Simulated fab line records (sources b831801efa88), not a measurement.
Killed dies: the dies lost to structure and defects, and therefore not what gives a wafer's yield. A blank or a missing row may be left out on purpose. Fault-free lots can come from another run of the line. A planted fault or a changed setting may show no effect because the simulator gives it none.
Which tool was responsible?	flow sky130	Sampling: 15 lots, 45 wafers, 2 of 708 route steps

## WHAT THE GAUGES READ, wafer by wafer
The record lacks any reading of a measuring or inspecting step that a usual standard deviation could be used to judge.

## WHAT TOOL EACH LOT RAN ON (gives the tool, then ch and the chambers of the sampled wafers, and finally the start)
lot	SKY_FIELD_ISO_OXIDATION_01	SKY_NWELL_CLEAN_00
L840	furnace-02 ch 0, day 1 20:07	wet_bench-01 ch 2, day 2 18:19
L842	furnace-01 ch 0, day 2 07:05	wet_bench-02 ch 2, day 3 09:27
L844	furnace-02 ch 0, day 2 16:07	wet_bench-04 ch 1, day 3 16:02
L846	furnace-01, day 3 04:19	-
L847	furnace-01, day 3 08:35	-
L848	furnace-01, day 3 12:51	-
L852	furnace-01 ch 0, day 4 09:14	wet_bench-04 ch 2, day 5 11:32
L853	furnace-01 ch 0, day 4 14:02	wet_bench-02 ch 0, day 5 22:25
L854	furnace-02 ch 0, day 4 18:16	wet_bench-01 ch 0, day 6 03:04
L855	furnace-02 ch 0, day 4 23:07	wet_bench-02 ch 3, day 6 04:27
L856	furnace-01 ch 0, day 5 04:44	wet_bench-04 ch 2, day 6 08:25
L857	furnace-02 ch 0, day 5 10:25	wet_bench-01 ch 0, day 6 16:36
L858	furnace-02 ch 0, day 5 17:26	wet_bench-02 ch 0, day 6 21:00
L859	furnace-02 ch 0, day 5 21:29	wet_bench-04 ch 1, day 7 02:25
L860	furnace-02 ch 0, day 6 01:34	wet_bench-01 ch 3, day 7 06:30
- SKY_FIELD_ISO_OXIDATION_01: stabilise 600 s, purge 300 s, target thk 12 nm.
- SKY_NWELL_CLEAN_00: cleans in SC1/SC2, time 150 s.

## AS READ BY THE TOOLS THEMSELVES (means over the sampled wafers that have a number; for cases with no such wafer, the mark the record gives instead)
SKY_FIELD_ISO_OXIDATION_01. Usual: ox_temp_c 900.1 C, standard deviation 0.42; ox_temp_c_max 904.6, standard deviation 1.1; tube_center_temp_C 899.99 C, standard deviation 0.082; zone_power_centre_pct 15.3 %, standard deviation 0.69.
lot	tool	ox_temp_c (C)	ox_temp_c_max	tube_center_temp_C (C)	zone_power_centre_pct (%)	flag
L840	furnace-02	900.6	905.8	899.96	15.7	
L842	furnace-01	900.0	903.3	900.06	14.5	
L844	furnace-02	900.1	904.8	899.91	15.8	
L846	furnace-01	-	-	-	-	OFF
L847	furnace-01	-	-	-	-	OFF
L848	furnace-01	-	-	-	-	OFF
L852	furnace-01	900.4	903.7	899.96	14.4	
L853	furnace-01	900.6	904.0	899.96	14.4	
L854	furnace-02	899.8	905.0	899.95	15.8	
L855	furnace-02	900.4	905.2	900.00	15.9	
L856	furnace-01	900.2	903.6	900.02	14.5	
L857	furnace-02	899.8	904.5	899.95	15.8	
L858	furnace-02	899.7	905.4	899.93	15.8	
L859	furnace-02	900.1	905.1	900.06	15.7	
L860	furnace-02	900.1	905.6	900.02	15.7	

## THE ANSWER, worked out from the rows above alone
Rule: a lot counts as off when the mean over its wafers that have a number is more than 3 standard deviations away from the usual mean. A lot without any number at a reading at which 4 lots or more have one is off too. All remaining lots with rows at the step are treated as sound. Order of review: gauges by route order, followed by the tools' own readings, for which a lot's mean as printed above is used. The first step at which some lot is off is used, and at that step the reading that is off furthest; a lot without a number counts as furthest.
Off at SKY_FIELD_ISO_OXIDATION_01 (ox_temp_c): L846, L847, L848. Without a number there: L846, L847, L848.
If a tool, at that step or one of the process steps before it, ran each lot that is off and ran no sound lot following the first of them, it fits. No candidate that was tried fits.

## WHAT THE SIMULATOR HAD PUT IN
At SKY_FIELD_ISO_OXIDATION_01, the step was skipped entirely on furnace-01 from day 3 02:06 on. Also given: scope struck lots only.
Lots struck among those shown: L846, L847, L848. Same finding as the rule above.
